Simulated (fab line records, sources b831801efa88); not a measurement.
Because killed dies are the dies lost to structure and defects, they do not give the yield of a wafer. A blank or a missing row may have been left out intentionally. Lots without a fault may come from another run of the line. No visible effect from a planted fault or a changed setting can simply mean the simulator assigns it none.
Check of tool commonality || flow gf180mcu || 36 wafers sampled across 11 lots

## REASON FOR OPENING
Of 11 lots, 1 have the reading STI_CVD_03_THK flagged at GF_STI_THK_MEAS_04. Fault-free wafers read 206.6 nm, with a standard deviation of 2.1.
Rule: a lot is flagged when every wafer of it that has a number lies more than 4 standard deviations from that mean, or none has a number. As for the other lots, they are considered sound.

{"lot": "L952", "measured": "day 1 14:20", "on": "film_metro-01", "STI_CVD_03_THK (nm), wafer by wafer": "209.2 208.1 207.8", "flag": ""}
{"lot": "L953", "measured": "day 1 19:23", "on": "film_metro-02", "STI_CVD_03_THK (nm), wafer by wafer": "207.7 206.8 207.3", "flag": ""}
{"lot": "L954", "measured": "day 2 00:10", "on": "film_metro-04", "STI_CVD_03_THK (nm), wafer by wafer": "209.2 209.1 208.9", "flag": ""}
{"lot": "L955", "measured": "day 2 05:50", "on": "film_metro-02", "STI_CVD_03_THK (nm), wafer by wafer": "206.5 206.3 206.3", "flag": ""}
{"lot": "L957", "measured": "day 2 14:50", "on": "film_metro-04", "STI_CVD_03_THK (nm), wafer by wafer": "209.2 208.4 209.5", "flag": ""}
{"lot": "L960", "measured": "day 3 05:34", "on": "film_metro-02", "STI_CVD_03_THK (nm), wafer by wafer": "230.2 230.3 230.3 230.1 230.4 230.2", "flag": "FLAGGED"}
{"lot": "L966", "measured": "day 4 12:38", "on": "film_metro-04", "STI_CVD_03_THK (nm), wafer by wafer": "206.2 205.5 205.3", "flag": ""}
{"lot": "L968", "measured": "day 4 22:41", "on": "film_metro-02", "STI_CVD_03_THK (nm), wafer by wafer": "208.0 207.2 205.5", "flag": ""}
{"lot": "L973", "measured": "day 6 02:04", "on": "film_metro-04", "STI_CVD_03_THK (nm), wafer by wafer": "203.3 203.6 203.4", "flag": ""}
{"lot": "L975", "measured": "day 6 09:09", "on": "film_metro-02", "STI_CVD_03_THK (nm), wafer by wafer": "209.2 207.7 207.8", "flag": ""}
{"lot": "L974", "measured": "day 6 09:10", "on": "film_metro-01", "STI_CVD_03_THK (nm), wafer by wafer": "206.5 208.0 207.9", "flag": ""}
Average over the flagged lots: 230.2 nm; offset from the usual +23.7 nm, equal to +11 standard deviations.

## WHICH TOOL RAN EACH LOT
The record keeps 1 process step preceding the reading, out of 602 steps on the route. Every cell lists first the tool, next ch and the chambers used by the sampled wafers, and last the start.
{"lot": "L952", "flag": "", "GF_STI_CVD_03": "lpcvd-01 ch 1, day 1 12:20"}
{"lot": "L953", "flag": "", "GF_STI_CVD_03": "lpcvd-02 ch 0, day 1 17:23"}
{"lot": "L954", "flag": "", "GF_STI_CVD_03": "lpcvd-02 ch 0, day 1 22:10"}
{"lot": "L955", "flag": "", "GF_STI_CVD_03": "lpcvd-01 ch 1, day 2 03:52"}
{"lot": "L957", "flag": "", "GF_STI_CVD_03": "lpcvd-01 ch 0, day 2 12:50"}
{"lot": "L960", "flag": "FLAGGED", "GF_STI_CVD_03": "lpcvd-01 ch 0, day 3 03:35"}
{"lot": "L966", "flag": "", "GF_STI_CVD_03": "lpcvd-02 ch 1, day 4 10:38"}
{"lot": "L968", "flag": "", "GF_STI_CVD_03": "lpcvd-02 ch 0, day 4 20:42"}
{"lot": "L973", "flag": "", "GF_STI_CVD_03": "lpcvd-02 ch 1, day 6 00:04"}
{"lot": "L975", "flag": "", "GF_STI_CVD_03": "lpcvd-01 ch 1, day 6 07:10"}
{"lot": "L974", "flag": "", "GF_STI_CVD_03": "lpcvd-01 ch 0, day 6 07:10"}
These steps, and what they do:
- GF_STI_CVD_03: deposits Si3N4 from DCS/NH3, target thk 207.16 nm, time 3551 s.
- GF_STI_THK_MEAS_04

## FLAGGED AGAINST TOTAL, ONE TOOL AT A TIME (gauges that did the reading follow at the end)
{"step": "GF_STI_CVD_03", "tool": "lpcvd-01", "lots run": 6, "flagged": 1, "share of the flagged lots": "all", "sound lots run after its first flagged lot": "2 (L974,L975)"}
{"step": "GF_STI_CVD_03", "tool": "lpcvd-02", "lots run": 5, "flagged": 0, "share of the flagged lots": "none", "sound lots run after its first flagged lot": "-"}
{"step": "GF_STI_THK_MEAS_04", "tool": "film_metro-01", "lots run": 2, "flagged": 0, "share of the flagged lots": "none", "sound lots run after its first flagged lot": "-"}
{"step": "GF_STI_THK_MEAS_04", "tool": "film_metro-02", "lots run": 5, "flagged": 1, "share of the flagged lots": "all", "sound lots run after its first flagged lot": "2 (L968,L975)"}
{"step": "GF_STI_THK_MEAS_04", "tool": "film_metro-04", "lots run": 4, "flagged": 0, "share of the flagged lots": "none", "sound lots run after its first flagged lot": "-"}

## THE TABLE: WHAT IT ALLOWS
In 2 table rows, all flagged lots were run: lpcvd-01 (GF_STI_CVD_03), film_metro-02 (GF_STI_THK_MEAS_04).
- lpcvd-01 at GF_STI_CVD_03 ran 6 lots, 1 of them flagged. Sound lots followed the first flagged one (L974, L975) on it, something a lasting fault affecting the whole tool could not allow. Its own readings lie more than 4 standard deviations out on every wafer of the flagged lots: spike_tc_centre_C, spike_tc_upper_C, susceptor_temp_C.
- film_metro-02 at GF_STI_THK_MEAS_04 ran 5 lots, 1 of them flagged. Sound lots followed the first flagged one (L968, L975) on it, something a lasting fault affecting the whole tool could not allow.
There is no row in the table that ran each flagged lot and no sound lot after the first.

## WHAT HAD BEEN PUT IN BY THE SIMULATOR
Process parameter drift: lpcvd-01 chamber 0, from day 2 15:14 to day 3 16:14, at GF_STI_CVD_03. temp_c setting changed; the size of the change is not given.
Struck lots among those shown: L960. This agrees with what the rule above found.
